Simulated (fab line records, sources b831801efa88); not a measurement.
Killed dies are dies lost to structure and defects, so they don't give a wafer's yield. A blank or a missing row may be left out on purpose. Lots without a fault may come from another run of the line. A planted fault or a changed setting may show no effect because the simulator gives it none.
A struck lot beside a sound one | flow sky130 | 15 steps out of a route of 708
Sound: wafers L152.2, L152.3, L152.4. Struck: wafers L161.2, L161.5, L161.6. The cause comes at the end.
At each step with rows: each side's tool, then ch and its chambers, then its first start. Under that, the readings that differ: sound wafers | struck wafers | difference of the means | sigmas: that difference in standard deviations of wafers without a fault.
alike: readings whose means differ by less than 2 such deviations, and words and numbers that are the same on both sides. not compared: withheld readings, readings that some wafer has no value for, bounds like >300 that may hide the same value, and numbers for which the record gives no deviation and whose values overlap.
The two part at a step that has a row with sigmas, a row that says differs or no value, or rows on one side only. Numbers that don't overlap but have no deviation are shown without sigmas and don't part them. A reading that every wafer of one side lacks parts them only if that side has two wafers or more.

first, 1 step without rows for these wafers: SKY_CONTACT_ETCH_17 (etches SiO2 in C4F8/O2/Ar, stops on Si3N4, target depth 340 nm).
SKY_CONTACT_ETCH_18: etches Si3N4 in CHF3/O2, stops on TiN, time 39 s, target depth 75 nm.
  sound on rie_diel-01 ch 2,3; struck on rie_diel-01 ch 0,1
  alike: O2_flow_sccm, drypump_motor_current_A, oes_product_au, throttle_valve_pct
  not compared: rf_hours_counter_h
then, 4 steps without rows for these wafers: SKY_CONTACT_STRIP_19 (strips in O2/N2); SKY_CONTACT_STRIP_20 (strips in post etch residue remover, time 1200 s); SKY_CONTACT_CLEAN_21 (cleans in IPA, time 180 s); SKY_CONTACT_CLEAN_22 (cleans in O3/DIW).
SKY_CONTACT_SPUTTER_23: material TiN, target thk 20 nm, time 80 s.
  sound on pvd_sputter-02, day 32 12:34; struck on pvd_sputter-03, day 35 02:01
  alike: cathode_dc_power_W, chamber_pressure_pa, throttle_valve_pct
SKY_CONTACT_CVD_24: deposits W, target thk 340 nm, time 102.12 s.
  sound on cvd_w-02 ch 0,1, day 32 12:37; struck on cvd_w-02 ch 1, day 35 02:07
  alike: heater_power_w
SKY_CONTACT_RS_MEAS_25: measures by four-point-probe.
  sound on film_metro-02, day 32 12:45; struck on film_metro-04, day 35 02:19
  alike: CONTACT_W_RS
SKY_CONTACT_THK_MEAS_26: measures by xrf.
  sound on film_metro-02, day 32 12:52; struck on film_metro-04, day 35 02:26
  alike: CONTACT_W_THK
SKY_CONTACT_CMP_27: polishes, stops on SiO2, t overpolish 15 s, target thk 0 nm.
  sound on cmp-01 ch 0,1,3, day 32 12:55; struck on cmp-02 ch 0,1, day 35 02:32
  alike: head_pressure_psi, motor_current_A, overpolish_run_s, time_to_endpoint_s
SKY_METAL1_SPUTTER_00: material Ti, target thk 15 nm, time 10 s.
  sound on pvd_sputter-03, day 32 13:13; struck on pvd_sputter-01, day 35 02:47
  alike: cathode_dc_power_W, chamber_pressure_pa, throttle_valve_pct
SKY_METAL1_SPUTTER_01: material TiN, target thk 20 nm, time 16.7 s.
  sound on pvd_sputter-03, day 32 13:14; struck on pvd_sputter-01, day 35 02:48
  no value came back on the struck wafers for cathode_dc_power_W (W), chamber_pressure_pa (Pa), throttle_valve_pct (%); on the sound wafers cathode_dc_power_W (W) reads 6500.8 6500.8 6498.8
then, 1 step without rows for these wafers: SKY_METAL1_SPUTTER_02 (material AlCu, target thk 250 nm, time 13.3 s).
-- the record jumps here: 13 days lie between the struck wafers' starts before and after (it left off in module METAL1 and takes up again in module PAD_OPEN, whose first step shown is number 708 of the route) --
SKY_PAD_OPEN_PROBE_99:
  sound on prober-02, day 46 13:53; struck on prober-02, day 48 14:18
  reading                      | sound                | struck               | difference | sigmas
  model.etest.met1.line_ohm_um | 0.9598 0.9372 0.9298 | 1.073 1.102 1.083    | +0.144     |
  model.etest.met1.rs_ohm_sq   | 0.1311 0.1291 0.1288 | 0.1481 0.1481 0.1486 | +0.0186    |
  alike: defect_limited_yield, killed_at_M0_to_M3, killed_at_M4_up, killed_at_contacts, killed_at_front_end, killed_at_other, killed_dies, killed_open, killed_short, sort_bin_3_pad_short, sort_bin_5_function, sort_bin_6_memory, sort_n_pass, sort_yield_pct
  not compared: model.etest.mcon_chain.rc_ohm

WHERE THEY PART
Only at SKY_METAL1_SPUTTER_01, within this record. Later steps at which nothing parts them and some readings are alike: SKY_PAD_OPEN_PROBE_99.

WHY: what the simulator had put in
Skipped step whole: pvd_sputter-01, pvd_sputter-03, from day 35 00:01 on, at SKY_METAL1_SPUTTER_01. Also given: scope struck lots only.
